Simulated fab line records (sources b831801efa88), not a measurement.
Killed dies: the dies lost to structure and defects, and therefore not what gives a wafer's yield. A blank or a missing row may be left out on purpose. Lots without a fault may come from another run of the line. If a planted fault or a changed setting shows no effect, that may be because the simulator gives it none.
Split-lot experiment    flow sfq-line    23 wafers read across 5 lots, on a route 325 steps long

## SPLIT DETAILS
At SFQ_TRILAYER_C5_BARC_OPEN_VIA_ETCH_210 (etches BARC in O2, target depth 125 nm, time 41.7 s), the setting time-s was moved away from the recipe's 41.7 s on 6 of the 23 wafers read, by -13.3% to +8.2%. The other wafers ran this setting at the recipe's value.

Reading taken at the split's own step.

## THE READING
oes-product-au, in a.u., at SFQ_TRILAYER_C5_BARC_OPEN_VIA_ETCH_210 (etches BARC in O2, target depth 125 nm, time 41.7 s). Typical for fault-free wafers on this fab line: 0.684 a.u., with standard deviation 0.0042 a.u.

wafer   tool, chamber at the split  time-s as run, s  against the recipe  oes-product-au, a.u.  against lot-mates on the recipe
L077.1  rie-diel-03, 3              41.7              recipe              0.690                 -
L077.2  rie-diel-03, 0              45.12             +8.2%               0.664                 -0.021
L077.3  rie-diel-03, 1              41.7              recipe              0.685                 -
L077.4  rie-diel-03, 2              41.7              recipe              0.681                 -
L077.6  rie-diel-03, 2              45.12             +8.2%               0.675                 -0.010
L078.1  rie-diel-02, 0              41.7              recipe              0.683                 -
L078.2  rie-diel-02, 3              45.02             +8.0%               0.672                 -0.013
L078.3  rie-diel-02, 1              41.7              recipe              0.684                 -
L078.5  rie-diel-02, 0              45.02             +8.0%               0.672                 -0.013
L078.6  rie-diel-02, 1              41.7              recipe              0.688                 -
L079.1  rie-diel-02, 0              41.7              recipe              0.683                 -
L079.2  rie-diel-02, 3              41.7              recipe              0.682                 -
L079.3  rie-diel-02, 2              41.7              recipe              0.686                 -
L079.4  rie-diel-02, 1              41.7              recipe              0.695                 -
L079.6  rie-diel-02, 1              41.7              recipe              0.683                 -
L082.1  rie-diel-02, 0              41.7              recipe              0.685                 -
L082.3  rie-diel-02, 2              36.16             -13.3%              0.725                 +0.042
L082.4  rie-diel-02, 3              41.7              recipe              0.685                 -
L082.5  rie-diel-02, 1              41.7              recipe              0.680                 -
L082.6  rie-diel-02, 0              36.16             -13.3%              0.728                 +0.045
L084.1  rie-diel-02, 3              41.7              recipe              0.678                 -
L084.4  rie-diel-02, 0              41.7              recipe              0.691                 -
L084.5  rie-diel-02, 3              41.7              recipe              0.679                 -

THE FIT
A straight line over all 23 wafers: oes-product-au changes by -0.00256 a.u. for each +1% of time-s; r = -0.93; the points scatter about the line by 0.0054 a.u.
The same after taking each lot's own level away (the mean of its wafers on the recipe; 23 wafers): -0.00264 a.u. for each +1%; r = -0.94; scatter 0.0053 a.u.
The reading moves by 0.035 a.u. for the largest change in time-s, on that fit.
Across the lots, their own levels run from 0.6827 to 0.6858 a.u., a range of 0.7 times the standard deviation given above.
So the lot-to-lot level changes the slope little: the two slopes agree.
Check: with one of the wafers moved furthest among these (-13.3%) left out of the fit, the line predicts +0.0346 a.u. for it against its lot-mates. Against them it came out at +0.0417 a.u.
Tool readings at the split's step, against how far the setting was moved: oes-product-au r = -0.93.

## FURTHER SPLITS ON THESE WAFERS
Before the reading, these wafers also passed through other splits. Each is held against what the fit with the lots' levels taken away leaves over:
other split on the same wafers                   wafers away from the commonest value  r with oes-product-au (lot level and that fit taken away)
SFQ_TRILAYER_M4_BARC_OPEN_METAL_ETCH_123 time-s  11                                    +0.22
SFQ_TRILAYER_I4_VIA_LITHO_COAT_108 spin-rpm      11                                    +0.10
SFQ_TRILAYER_JJ_TRILAYER_DEP_SPUTTER_110 time-s  6                                     -0.03
SFQ_TRILAYER_JJ_CE_LITHO_EXPOSE_115 dose-mj      9                                     +0.07
SFQ_TRILAYER_JJ_CE_LITHO_PEB_117 peb-time-s      6                                     +0.02
SFQ_TRILAYER_M5_LITHO_PEB_126 peb-time-s         4                                     -0.01
SFQ_TRILAYER_R5_DEP_SPUTTER_132 time-s           10                                    +0.28
SFQ_TRILAYER_I5_LITHO_COAT_149 spin-rpm          9                                     +0.06

## THE WHOLE CHAIN: every reading that the file lists as answering this split, in the file's order
step                                    what it does                                          reading                                                                                    change (the file's fit)                    r (the file's)
SFQ_TRILAYER_C5_BARC_OPEN_VIA_ETCH_210  etches BARC in O2, target depth 125 nm, time 41.7 s   oes-product-au                                                                             -0.00262 a.u. for each +1% of the setting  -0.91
SFQ_TRILAYER_C5_BARC_OPEN_VIA_ETCH_210  etches BARC in O2, target depth 125 nm, time 41.7 s   KrF_of_TRILAYER_C5_LITHO_COAT_151.thk-nm (the simulator's own value, which no gauge read)  -0.533 nm for each +1% of the setting      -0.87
SFQ_TRILAYER_C5_ETCH_VIA_ETCH_154       etches SiO2 in CHF3, stops on Nb, target depth 84 nm  KrF_of_TRILAYER_C5_LITHO_COAT_151.thk-nm (the simulator's own value, which no gauge read)  -0.544 nm for each +1% of the setting      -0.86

## THE FILE'S OWN FIT
oes-product-au changes by -0.00262 a.u. for each +1% of time-s, r = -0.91.
